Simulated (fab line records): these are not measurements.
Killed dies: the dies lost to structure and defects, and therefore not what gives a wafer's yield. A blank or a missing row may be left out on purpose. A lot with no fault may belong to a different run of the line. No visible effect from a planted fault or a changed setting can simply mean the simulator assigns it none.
fab line records	flow gf180mcu
[record] lots = 12	wafers = 36	last-day = 34
route steps=602 shown STI@23 VT_IMPLANT@103 SAB@277 M1@317
lots that met no fault: from a run of the same line without faults
start-h: hours from the record's opening day to when the first of the lot's shown wafers began	wait-h: hours since the lot's step before	" repeats the value in the row above	L1.1+2: a single row standing in for several wafers	- no value, or no start given	* or withheld: withheld	< > ~ a bound
route shown NAME@n: a module of which the file shows steps, and the number in the route of the first	usual: mean/standard deviation taken from wafers without a fault	same: alike in all rows	chamber/n: place in a boat	sites: the reading at each site	_std_site: the standard deviation of these	_edge_site: inner sites' mean taken away from outer sites' mean	radius-mm: how far each site lies from the wafer's centre	mask NAME#n: copy n	behind: the last tool/chamber to shape the wafer	hold: what put the lot on hold/how long, in hours/how the hold closed	device: which transistor (n, p or np) failed to switch	end of line: the same wafers' tests at the end of the route	a step without rows: its recipe alone	killed: dies that structure and defects cost at the first sort, which is not the same as the wafer's yield	map: the dies of a wafer, with x for killed, . for not killed, _ for no die there
set.NAME: the run value of the setting; set.NAME@STEP: its run value at that earlier step	model.NAME: the simulator's own value behind a step, which no gauge read
a sample of lots followed through the steps of the route, with each step as a table and each wafer as a row
services: a tool's chamber out of use, with start hour (start-h, from the record's first day; less than 0 if before it), hours out, and reason
[[steps]]
[step GF_STI_THK_MEAS_22]
[recipe] reads = SiO2_of_STI_OXIDATION_21
[usual] STI_OXIDATION_01_THK = 14.8/0.31
lot.wafer	tool	chamber	start-h	wait-h	STI_OXIDATION_01_THK[nm]
L186.2	film-metro-01	-	37.89	0.0	14.6
L186.4	"	-	"	"	14.6
L186.6	"	-	"	"	14.6
L187.1	film-metro-01	-	43.46	0.0	15.2
L187.5	"	-	"	"	15.5
L187.6	"	-	"	"	15.0
L191.1	film-metro-01	-	65.20	0.0	15.3
L191.2	"	-	"	"	15.3
L191.4	"	-	"	"	15.2
L194.3	film-metro-04	-	79.89	0.0	14.6
L194.5	"	-	"	"	14.8
L194.6	"	-	"	"	14.7
L196.1	film-metro-04	-	89.27	0.0	14.6
L196.3	"	-	"	"	14.7
L196.5	"	-	"	"	14.7
L197.2	film-metro-04	-	94.49	0.0	14.6
L197.5	"	-	"	"	14.4
L197.6	"	-	"	"	14.5
L201.1	film-metro-04	-	114.73	0.0	14.8
L201.2	"	-	"	"	14.8
L201.6	"	-	"	"	14.9
L202.3	film-metro-01	-	120.17	0.0	15.1
L202.5	"	-	"	"	15.2
L202.6	"	-	"	"	15.1
L203.1	film-metro-02	-	126.26	0.0	14.8
L203.3	"	-	"	"	14.9
L203.4	"	-	"	"	14.5
L204.2	film-metro-04	-	131.44	0.0	14.4
L204.3	"	-	"	"	14.4
L204.6	"	-	"	"	14.5
L206.1	film-metro-02	-	140.30	0.0	14.7
L206.4	"	-	"	"	14.5
L206.5	"	-	"	"	14.8
L207.3	film-metro-04	-	147.88	0.0	15.0
L207.4	"	-	"	"	15.0
L207.6	"	-	"	"	14.8
[step GF_VT_IMPLANT_COAT_13]
[recipe] resist = NOVOLAK	spin-rpm = 3000	resist-thk-nm = 1000
[usual] chill-plate-temp-C = 23.01/0.096	dispense-pressure-kPa = 48.3/1.9	exhaust-pa = 45.0/0.9
lot.wafer	tool	chamber	start-h	wait-h	chill-plate-temp-C	dispense-pressure-kPa	exhaust-pa
L186.2	litho-track-03	0	133.08	0.1	22.87	48.5	44.7
L186.4	"	0	"	"	22.94	48.5	43.6
L186.6	"	0	"	"	22.82	48.5	44.8
L187.1	litho-track-02	0	140.15	0.1	22.97	52.9	46.2
L187.5	"	0	"	"	23.06	52.9	45.5
L187.6	"	0	"	"	22.97	52.9	44.5
L191.1	litho-track-03	0	163.76	0.1	22.94	48.5	45.0
L191.2	"	0	"	"	23.19	48.5	46.1
L191.4	"	0	"	"	22.98	48.5	44.8
L194.3	litho-track-03	0	182.86	0.1	23.05	48.5	46.1
L194.5	"	0	"	"	22.99	48.6	46.2
L194.6	"	0	"	"	22.95	48.5	45.5
L196.1	litho-track-02	-	194.35	0.1	-	-	-
L196.3	"	-	"	"	-	-	-
L196.5	"	-	"	"	-	-	-
L197.2	litho-track-01	-	198.85	0.1	-	-	-
L197.5	"	-	"	"	-	-	-
L197.6	"	-	"	"	-	-	-
L201.1	litho-track-03	0	225.96	0.1	22.96	48.5	43.0
L201.2	"	0	"	"	22.97	48.5	44.4
L201.6	"	0	"	"	22.92	48.5	44.1
L202.3	litho-track-01	0	231.97	0.1	23.04	46.5	44.8
L202.5	"	0	"	"	23.13	46.5	43.6
L202.6	"	0	"	"	23.06	46.6	44.6
L203.1	litho-track-01	0	239.52	0.1	22.99	46.6	45.8
L203.3	"	0	"	"	22.96	46.6	45.2
L203.4	"	0	"	"	22.96	46.6	45.3
L204.2	litho-track-01	0	244.70	0.1	23.03	46.6	45.9
L204.3	"	0	"	"	23.04	46.5	45.4
L204.6	"	0	"	"	23.17	46.6	45.3
L206.1	litho-track-03	0	256.91	0.1	23.00	48.5	44.8
L206.4	"	0	"	"	22.98	48.5	45.0
L206.5	"	0	"	"	22.80	48.5	45.7
L207.3	litho-track-01	0	267.32	0.1	22.93	46.6	45.2
L207.4	"	0	"	"	22.92	46.6	45.5
L207.6	"	0	"	"	22.97	46.5	44.1
[step GF_VT_IMPLANT_OVL_MEAS_18]
[usual] VT_IMPLANT_01_OVL = -1.1/1.3
lot.wafer	tool	chamber	start-h	wait-h	VT_IMPLANT_01_OVL[nm]
L186.2	overlay-01	-	140.36	0.1	-0.9
L186.4	"	-	"	"	-2.1
L186.6	"	-	"	"	-1.5
L187.1	overlay-02	-	148.46	0.1	-0.3
L187.5	"	-	"	"	-0.4
L187.6	"	-	"	"	-1.1
L191.1	overlay-02	-	172.10	0.1	-1.1
L191.2	"	-	"	"	-1.9
L191.4	"	-	"	"	-0.4
L194.3	overlay-01	-	191.67	0.1	-0.5
L194.5	"	-	"	"	-1.9
L194.6	"	-	"	"	0.3
L196.1	overlay-02	-	202.26	0.1	-
L196.3	"	-	"	"	-
L196.5	"	-	"	"	-
L197.2	overlay-02	-	207.11	0.1	-
L197.5	"	-	"	"	-
L197.6	"	-	"	"	-
L201.1	overlay-01	-	234.76	0.1	-0.9
L201.2	"	-	"	"	-1.7
L201.6	"	-	"	"	-1.2
L202.3	overlay-01	-	241.34	0.1	0.3
L202.5	"	-	"	"	-1.0
L202.6	"	-	"	"	-0.6
L203.1	overlay-01	-	248.75	0.1	0.2
L203.3	"	-	"	"	0.0
L203.4	"	-	"	"	0.2
L204.2	overlay-01	-	253.71	0.1	1.2
L204.3	"	-	"	"	1.7
L204.6	"	-	"	"	0.7
L206.1	overlay-01	-	266.22	0.1	0.5
L206.4	"	-	"	"	0.1
L206.5	"	-	"	"	-0.9
L207.3	overlay-01	-	276.87	0.1	-1.4
L207.4	"	-	"	"	-1.4
L207.6	"	-	"	"	-0.7
[step GF_VT_IMPLANT_TW_MEAS_32]
[usual] VT_IMPLANT_3_TW = 268.7/1.2
lot.wafer	tool	chamber	start-h	wait-h	hold	VT_IMPLANT_3_TW
L186.2	film-metro-03	-	156.55	0.1	-	268.7
L186.4	"	-	"	"	-	267.5
L186.6	"	-	"	"	-	269.5
L187.1	film-metro-03	-	164.64	0.1	-	267.9
L187.5	"	-	"	"	-	268.7
L187.6	"	-	"	"	-	266.9
L191.1	film-metro-04	-	189.74	0.1	-	268.4
L191.2	"	-	"	"	-	268.4
L191.4	"	-	"	"	-	267.4
L194.3	film-metro-04	-	208.96	0.1	-	270.1
L194.5	"	-	"	"	-	267.6
L194.6	"	-	"	"	-	268.0
L196.1	film-metro-04	-	220.56	0.1	await-dispo/0.2h/release	1216.0
L196.3	"	-	"	"	await-dispo/0.2h/release	1213.9
L196.5	"	-	"	"	await-dispo/0.2h/release	1215.9
L196.1	film-metro-04	-	220.79	0.2	-	1215.4
L196.3	"	-	"	"	-	1220.6
L196.5	"	-	"	"	-	1223.6
L197.2	film-metro-04	-	225.32	0.1	await-dispo/0.2h/release	1213.4
L197.5	"	-	"	"	await-dispo/0.2h/release	1216.7
L197.6	"	-	"	"	await-dispo/0.2h/release	1216.8
L197.2	film-metro-04	-	225.55	0.2	-	1213.2
L197.5	"	-	"	"	-	1214.7
L197.6	"	-	"	"	-	1221.8
L201.1	film-metro-03	-	253.69	0.1	-	269.0
L201.2	"	-	"	"	-	268.3
L201.6	"	-	"	"	-	267.2
L202.3	film-metro-03	-	260.18	0.1	-	268.3
L202.5	"	-	"	"	-	269.2
L202.6	"	-	"	"	-	269.5
L203.1	film-metro-04	-	268.76	0.1	-	269.3
L203.3	"	-	"	"	-	269.4
L203.4	"	-	"	"	-	269.1
L204.2	film-metro-04	-	273.90	0.1	-	268.3
L204.3	"	-	"	"	-	269.5
L204.6	"	-	"	"	-	267.8
L206.1	film-metro-04	-	285.89	0.1	-	267.6
L206.4	"	-	"	"	-	266.3
L206.5	"	-	"	"	-	269.0
L207.3	film-metro-04	-	296.86	0.1	-	267.1
L207.4	"	-	"	"	-	268.1
L207.6	"	-	"	"	-	267.8
[step GF_SAB_STRIP_13]
[recipe] chemistry = O2/N2	power-w = 1400	pressure-mtorr = 1500	platen-temp-c = 250	o2-flow-sccm = 3000	n2-flow-sccm = 300	overash-fraction = 0.5
[usual] drypump-motor-current-A = 6.0/0.41	heater-power-w = 324/53	oes-product-au = 0.709/0.0047	strip-time-to-endpoint-s = 12.60/0.042
lot.wafer	tool	chamber	start-h	wait-h	drypump-motor-current-A	heater-power-w	oes-product-au	rf-hours-counter-h	strip-time-to-endpoint-s
L186.2	plasma-asher-02	1	363.60	0.0	5.4	317	0.699	69	12.63
L186.4	"	0	"	"	5.7	272	0.698	-	12.61
L186.6	"	0	"	"	5.7	278	0.709	-	12.60
L187.1	plasma-asher-02	1	372.26	0.0	5.3	308	0.705	70	12.55
L187.5	"	0	"	"	5.7	285	0.710	-	12.61
L187.6	"	1	"	"	5.3	301	0.720	-	12.55
L191.1	plasma-asher-03	1	404.82	0.0	6.1	303	0.711	59	12.54
L191.2	"	0	"	"	6.6	306	0.708	59	12.61
L191.4	"	0	"	"	6.6	301	0.713	-	12.58
L194.3	plasma-asher-03	0	429.90	0.0	6.6	308	0.711	-	12.59
L194.5	"	0	"	"	6.6	305	0.712	-	12.53
L194.6	"	1	"	"	6.1	312	0.714	-	12.56
L201.1	plasma-asher-02	1	491.43	0.0	5.4	322	0.705	6	12.62
L201.2	"	0	"	"	5.7	289	0.704	6	12.67
L201.6	"	1	"	"	5.4	326	0.708	-	12.62
L202.3	plasma-asher-04	0	499.63	0.0	6.0	466	0.706	-	12.61
L202.5	"	1	"	"	6.2	350	0.713	-	12.57
L202.6	"	0	"	"	6.0	455	0.705	-	12.58
L203.1	plasma-asher-03	1	507.90	0.0	6.1	301	0.712	70	12.62
L203.3	"	1	"	"	6.1	309	0.706	-	12.60
L203.4	"	0	"	"	6.6	303	0.716	-	12.66
L204.2	plasma-asher-02	1	514.60	0.0	5.4	324	0.705	9	12.68
L204.3	"	0	"	"	5.7	279	0.708	-	12.59
L204.6	"	0	"	"	5.7	281	0.711	-	12.64
L206.1	plasma-asher-04	1	530.81	0.0	6.3	359	0.712	91	12.64
L206.4	"	1	"	"	6.2	362	0.712	-	12.61
L206.5	"	1	"	"	6.2	354	0.712	-	12.58
L207.3	plasma-asher-03	0	539.08	0.0	6.6	311	0.704	-	12.56
L207.4	"	1	"	"	6.1	299	0.710	-	12.54
L207.6	"	0	"	"	6.6	303	0.711	-	12.56
[step GF_M1_SPUTTER_02]
[recipe] material = AlCu	target-thk-nm = 450	power-w = 10600	time-s = 23.9	chamber-pressure-pa = 0.4
[usual] throttle-valve-pct = 29.8/0.47
lot.wafer	tool	chamber	start-h	wait-h	throttle-valve-pct
L186.2	pvd-sputter-01	-	389.28	0.0	29.7
L186.4	"	-	"	"	29.5
L186.6	"	-	"	"	29.6
L187.1	pvd-sputter-03	-	398.22	0.0	30.8
L187.5	"	-	"	"	29.9
L187.6	"	-	"	"	29.4
L191.1	pvd-sputter-01	-	431.88	0.0	29.7
L191.2	"	-	"	"	29.7
L191.4	"	-	"	"	30.4
L194.3	pvd-sputter-04	-	457.08	0.0	29.3
L194.5	"	-	"	"	30.6
L194.6	"	-	"	"	29.4
L201.1	pvd-sputter-03	-	518.12	0.0	29.4
L201.2	"	-	"	"	29.8
L201.6	"	-	"	"	29.9
L202.3	pvd-sputter-03	-	525.99	0.0	29.9
L202.5	"	-	"	"	29.4
L202.6	"	-	"	"	29.5
L203.1	pvd-sputter-01	-	533.73	0.0	29.6
L203.3	"	-	"	"	30.1
L203.4	"	-	"	"	29.5
L204.2	pvd-sputter-01	-	539.90	0.0	29.9
L204.3	"	-	"	"	30.2
L204.6	"	-	"	"	29.4
L206.1	pvd-sputter-03	-	555.55	0.0	30.7
L206.4	"	-	"	"	29.7
L206.5	"	-	"	"	29.9
L207.3	pvd-sputter-03	-	565.83	0.0	29.1
L207.4	"	-	"	"	30.7
L207.6	"	-	"	"	29.0
[[services]]
tool	chamber	start-h	hours	kind
pvd-sputter-03	-	132.68	8.4	repair
pvd-sputter-01	3	167.58	-	consumable-replace:kit
pvd-sputter-01	3	167.58	18.0	scheduled-down
plasma-asher-03	-	190.74	0.9	repair
pvd-sputter-03	1	210.10	-	consumable-replace:kit
pvd-sputter-03	1	210.10	18.0	scheduled-down
pvd-sputter-03	1	210.10	18.0	vent-cycle
plasma-asher-04	-	240.26	2.4	repair
pvd-sputter-03	-	241.91	3.8	repair
plasma-asher-03	-	285.64	15.6	pm
plasma-asher-02	-	302.34	3.7	repair
pvd-sputter-01	-	349.90	4.8	repair
pvd-sputter-04	-	352.57	2.5	repair
plasma-asher-03	-	373.55	3.1	repair
pvd-sputter-03	0	380.23	-	consumable-replace:kit
pvd-sputter-03	0	380.23	18.0	scheduled-down
pvd-sputter-03	0	380.23	18.0	vent-cycle
plasma-asher-04	-	388.44	21.9	repair
plasma-asher-02	-	421.25	9.0	pm
pvd-sputter-04	-	474.13	4.7	repair
plasma-asher-03	-	515.26	2.1	repair
pvd-sputter-04	-	515.51	19.3	repair
pvd-sputter-04	-	551.54	1.4	repair
plasma-asher-04	-	557.86	10.0	repair
[[key]]
[first-sign] step = GF_VT_IMPLANT_COAT_13	reading = tool-record	direction = missing
[effect] step = GF_VT_IMPLANT_OVL_MEAS_18	reading = VT_IMPLANT_01_OVL	direction = missing
[effect] step = GF_VT_IMPLANT_TW_MEAS_32	reading = visit	direction = added
[effect] step = GF_VT_IMPLANT_TW_MEAS_32	reading = VT_IMPLANT_3_TW	direction = up	sigmas = 99+	usual = 268.7	struck = 1215.4
met-at GF_VT_IMPLANT_COAT_13
struck-lots L196,L197
scrapped-behind GF_VT_IMPLANT_TW_MEAS_32 L196.1,L196.3,L196.5,L197.2,L197.5,L197.6
not-acting-at GF_STI_THK_MEAS_22,GF_SAB_STRIP_13,GF_M1_SPUTTER_02
onset-between 140.15 194.35
[fault] kind = skipped-step-whole	tool = litho-track-01,litho-track-02	chamber = -	onset-h = 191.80	steps = GF_VT_IMPLANT_COAT_13	scope = struck-lots-only
